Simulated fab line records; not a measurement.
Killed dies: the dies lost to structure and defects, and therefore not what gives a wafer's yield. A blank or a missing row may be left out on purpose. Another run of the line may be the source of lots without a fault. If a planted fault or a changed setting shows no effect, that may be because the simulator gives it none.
2 desks, one fault / flow gf180mcu / what lay behind the numbers comes last; until then each desk has only its own

## AT THE TOOL OWNER'S DESK: pvdSputter-03
The tool's own readings at GF_SALICIDE_SPUTTER_03 (material TiN, target thk 20 nm, time 16.7 s): means of the sampled wafers that have a number, for each lot that ran on this tool. The brackets show how far a lot's mean lies from the usual mean; more than 4 standard deviations puts the lot out of limits, marked OUT.
Columns: A = chamberPressurePa at GF_SALICIDE_SPUTTER_03, usual 0.4000 Pa; B = throttleValvePct at GF_SALICIDE_SPUTTER_03, usual 30.0 %
lot=L811; first seen here=day 14 14:17; A=0.3995; B=30.0
lot=L813; first seen here=day 15 09:42; A=0.4000; B=30.9
lot=L815; first seen here=day 16 00:04; A=0.3998; B=30.8
lot=L823; first seen here=day 19 22:02; A=0.3998; B=31.0
lot=L826; first seen here=day 21 04:29; A=0.3995; B=30.9
lot=L833; first seen here=day 23 19:01; A=0.3992; B=30.8
This desk's finding: nothing out of limits on any of the 6 lots.

## METROLOGY DESK
Means of the sampled wafers that have a number, per lot and without regard to the tool the lot ran on: this is what the gauges read. The brackets show how far a lot's mean lies from the usual mean; more than 4 standard deviations puts the lot out of limits, marked OUT.
Columns: A = SALICIDE_TIN_RS at GF_SALICIDE_RS_MEAS_04, usual 16.27 ohm/sq; B = SALICIDE_TIN_THK at GF_SALICIDE_THK_MEAS_05, usual 19.87 nm; C = cdNm at GF_CONTACT_CD_MEAS_14, usual 220.2 nm
lot=L810; first seen here=day 14 08:46; A=16.05; B=20.22; C=219.1
lot=L811; first seen here=day 14 14:19; A=16.16; B=20.22; C=220.8
lot=L813; first seen here=day 15 09:44; A=16.27; B=20.10; C=220.6
lot=L814; first seen here=day 15 16:23; A=16.39; B=19.79; C=221.2
lot=L815; first seen here=day 16 00:07; A=16.09; B=19.94; C=221.7
lot=L823; first seen here=day 19 22:04; A=15.59; B=21.86 (+7.1) OUT; C=218.9
lot=L825; first seen here=day 20 21:55; A=16.40; B=19.73; C=221.9
lot=L826; first seen here=day 21 04:31; A=15.52; B=21.73 (+6.6) OUT; C=222.5
lot=L829; first seen here=day 22 22:13; A=16.16; B=19.76; C=219.5
lot=L831; first seen here=day 23 06:03; A=16.04; B=19.84; C=221.2
lot=L833; first seen here=day 23 19:03; A=16.35; B=19.83; C=222.2
lot=L832; first seen here=day 23 19:35; A=16.47; B=20.20; C=220.5
This desk finds L823, L826 out of limits, with the earliest case on L823 at day 19 22:11 (SALICIDE_TIN_THK at GF_SALICIDE_THK_MEAS_05). Within limits: L810, L811, L813, L814, L815, L825, L829, L831, L833, L832.

## ALL TOGETHER
An alarm was possible from the metrology desk at day 19 22:11, on L823, L826.
The tool owner's desk saw nothing out of limits.
On record at the tool owner's desk: L823, L826, within its limits.
Every lot named ran GF_SALICIDE_SPUTTER_03 on pvdSputter-03.

## WHAT THE SIMULATOR HAD INSERTED
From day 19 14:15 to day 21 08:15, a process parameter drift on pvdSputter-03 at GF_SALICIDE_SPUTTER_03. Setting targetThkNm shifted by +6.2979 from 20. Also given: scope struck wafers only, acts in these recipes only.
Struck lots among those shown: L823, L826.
Time in hours between the start of the fault and the first out-of-limits reading at each desk: metrology desk, 8.
